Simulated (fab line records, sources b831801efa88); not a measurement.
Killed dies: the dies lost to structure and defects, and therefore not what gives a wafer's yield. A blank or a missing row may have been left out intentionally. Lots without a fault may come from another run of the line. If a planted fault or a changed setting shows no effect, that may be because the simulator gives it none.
Struck lot and sound lot, side by side | flow gf180mcu | 14 steps out of a route of 602
Sound: these wafers, L237.1, L237.2, L237.3. The struck wafers were L242.1, L242.2, L242.5. Last of all comes the cause.
Per side, at each step with rows, come the tool, then ch with its chambers, and then its first start. Under that, the readings that differ: sound wafers | struck wafers | difference of the means | sigmas: that difference in standard deviations of wafers without a fault.
alike: a reading whose means differ by less than 2 such deviations, as well as words and numbers matching on both sides. not compared: withheld readings; readings where some wafer has no value; bounds like >300 that might hide an equal value; numbers whose values overlap and for which the record gives no deviation.
A row with sigmas, a row that says differs or no value, or rows on one side alone: a step with any of these is where the two part. When numbers do not overlap yet have no deviation, they are printed without sigmas and do not part them. A reading that every wafer of one side lacks parts them only if that side has two wafers or more.

GF_TOP_METAL_METAL_ETCH_16: etches the open film in Cl2/BCl3, stops on SiO2, target depth 1077.5 nm, time 179.6 s.
  sound on rie metal-04 ch 0,1, day 31 08:18; struck on rie metal-04 ch 0,1, day 32 07:47
  alike: drypump motor current A, he backside leak sccm, oes product au, throttle valve pct
  not compared: rf hours counter h
GF_TOP_METAL_STRIP_17: strips in O2/N2.
  sound on plasma asher-01 ch 0,1, day 31 08:29; struck on plasma asher-03 ch 0,1, day 32 07:57
  alike: drypump motor current A, heater power w, oes product au, strip time to endpoint s
  not compared: rf hours counter h
then, 2 steps without rows for these wafers: GF_TOP_METAL_STRIP_18 (strips in post etch residue remover, time 1200 s); GF_TOP_METAL_CLEAN_19 (cleans in DIW).
GF_PASSIVATION_CVD_00: deposits SiO2 from TEOS, target thk 1000 nm, time 111.95 s.
  sound on pecvd-02 ch 0,1,2, day 31 09:02; struck on pecvd-03 ch 0,2, day 32 08:29
  alike: heater power w, susceptor temp C
GF_PASSIVATION_THK_MEAS_01:
  sound on film metro-04 at day 31 09:07; struck on film metro-02 at day 32 08:34
  alike: PASSIVATION_CVD_00_THK
GF_PASSIVATION_CVD_02: deposits Si3N4, target thk 700 nm, time 486.18 s.
  sound on pecvd-03 ch 0,1,2, day 31 09:11; struck on pecvd-01 ch 0,1,2, day 32 08:38
  alike: heater power w, susceptor temp C
GF_PASSIVATION_THK_MEAS_03:
  sound on film metro-04 at day 31 09:28; struck on film metro-04 at day 32 08:55
  alike: PASSIVATION_CVD_02_THK
then, 4 steps without rows for these wafers: GF_PASSIVATION_DEHYDRATE_04 (time 60 s); GF_PASSIVATION_HMDS_05 (prime time 60 s); GF_PASSIVATION_COAT_06 (resist thk 4000 nm); GF_PASSIVATION_SOFTBAKE_07.
GF_PASSIVATION_EXPOSE_08: exposes mask Pad, target cd 40000 nm.
  struck on iline stepper-01, day 32 17:20; sound on iline stepper-01 ch 0, day 31 18:34
  no value came back on the struck wafers for exposure dose mJ cm2, focus offset nm (nm); on the sound wafers exposure dose mJ cm2 reads 310.9 310.3 310.4
  alike: mask
then, 1 step without rows for these wafers: GF_PASSIVATION_PEB_09.

## WHERE THEY PART
GF_PASSIVATION_EXPOSE_08 only, going by this record.

WHY: what had been put in by the simulator
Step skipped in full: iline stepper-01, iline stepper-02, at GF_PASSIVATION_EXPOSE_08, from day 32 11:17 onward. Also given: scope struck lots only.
